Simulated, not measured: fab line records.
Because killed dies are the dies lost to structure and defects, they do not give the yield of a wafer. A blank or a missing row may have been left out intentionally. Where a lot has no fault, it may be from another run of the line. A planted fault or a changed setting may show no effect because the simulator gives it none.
Comparing a struck lot with a sound one / flow sky130 / 18 steps out of a route of 708
Sound: these wafers, L111.2, L111.3, L111.4. Struck: wafer L115.2. (L115.1, L115.5 of the same lot were not struck and are left out.) The cause comes at the end.
For every step that has rows: the tool of each side, followed by ch and its chambers, followed by its first start. Under that, the readings that differ: sound wafers / struck wafers / difference of the means / sigmas: that difference in standard deviations of wafers without a fault.
alike: same words and numbers on both sides, and readings whose means sit less than 2 such deviations apart. not compared: any withheld reading, any reading some wafer has no value for, any bound like >300 that may hide the same value, and any number with overlapping values for which the record gives no deviation.
The two part at a step that has a row with sigmas, a row that says differs or no value, or rows on one side only. Numbers that have no deviation but don't overlap get no sigmas and don't part them. A reading that every wafer of one side lacks parts them only if that side has two wafers or more.

first, 4 steps without rows for these wafers: SKY_VT_ADJUST_LVTN_SOFTBAKE_14 (time 60 s); SKY_VT_ADJUST_LVTN_EXPOSE_15 (exposes mask HVN STD DERIVED, target cd 600 nm); SKY_VT_ADJUST_LVTN_PEB_16; SKY_VT_ADJUST_LVTN_DEVELOP_17 (develop time 60 s).
SKY_VT_ADJUST_LVTN_OVL_MEAS_18:
  sound on overlay-02, day 7 17:55; struck on overlay-02, day 8 20:46
reading=VT_ADJUST_LVTN_01_OVL (nm); sound=-3.8 -4.6 -3.4; struck=-0.7; difference=+3.2; sigmas=+2
then, 1 step without rows for these wafers: SKY_VT_ADJUST_LVTN_IMPLANT_19.
SKY_VT_ADJUST_LVTN_STRIP_20: strips in O2/N2.
  sound on plasma_asher-02 ch 0,1, day 7 18:06; struck on plasma_asher-03 ch 1, day 8 20:56
reading=strip_time_to_endpoint_s (s); sound=14.21 14.17 14.22; struck=14.11; difference=-0.09; sigmas=-3
  alike: chamber_pressure_mTorr, drypump_motor_current_A, oes_product_au
  not compared: rf_hours_counter_h
SKY_VT_ADJUST_LVTN_TW_MEAS_21:
  sound on film_metro-03, day 7 18:13; struck on film_metro-03, day 8 21:02
  alike: VT_ADJUST_LVTN_2_TW
then, 4 steps without rows for these wafers: SKY_VT_ADJUST_NCORE_DEHYDRATE_00 (time 60 s); SKY_VT_ADJUST_NCORE_HMDS_01 (prime time 60 s); SKY_VT_ADJUST_NCORE_COAT_02 (resist thk 1140 nm); SKY_VT_ADJUST_NCORE_SOFTBAKE_03 (time 60 s).
SKY_VT_ADJUST_NCORE_EXPOSE_04: exposes mask LVTN COMPLEMENT THIN, target cd 380 nm.
  sound on iline_stepper-01 ch 0, day 8 04:18; struck on iline_stepper-01 ch 0, day 9 07:28
  alike: mask, stage_vel_mm_s
then, 2 steps without rows for these wafers: SKY_VT_ADJUST_NCORE_PEB_05; SKY_VT_ADJUST_NCORE_DEVELOP_06 (develop time 60 s).
SKY_VT_ADJUST_NCORE_CD_MEAS_07 targets a cd of 380 nm.
  sound on cd_sem-02, day 8 13:47; struck on cd_sem-01, day 9 18:37
reading=cd_nm (nm); sound=380.7 380.5 381.4; struck=357.5; difference=-23.4; sigmas=-11
SKY_VT_ADJUST_NCORE_OVL_MEAS_08:
  sound on overlay-01, day 8 13:53; struck on overlay-02, day 9 18:44
  alike: VT_ADJUST_NCORE_OVL
then, 1 step without rows for these wafers: SKY_PAD_OPEN_PROBE_99.

WHERE THEY PART
First at SKY_VT_ADJUST_LVTN_OVL_MEAS_18; last, within this record, at SKY_VT_ADJUST_NCORE_CD_MEAS_07. Later steps at which nothing parts them and some readings are alike: SKY_VT_ADJUST_NCORE_OVL_MEAS_08.

WHY: whatever the simulator had introduced
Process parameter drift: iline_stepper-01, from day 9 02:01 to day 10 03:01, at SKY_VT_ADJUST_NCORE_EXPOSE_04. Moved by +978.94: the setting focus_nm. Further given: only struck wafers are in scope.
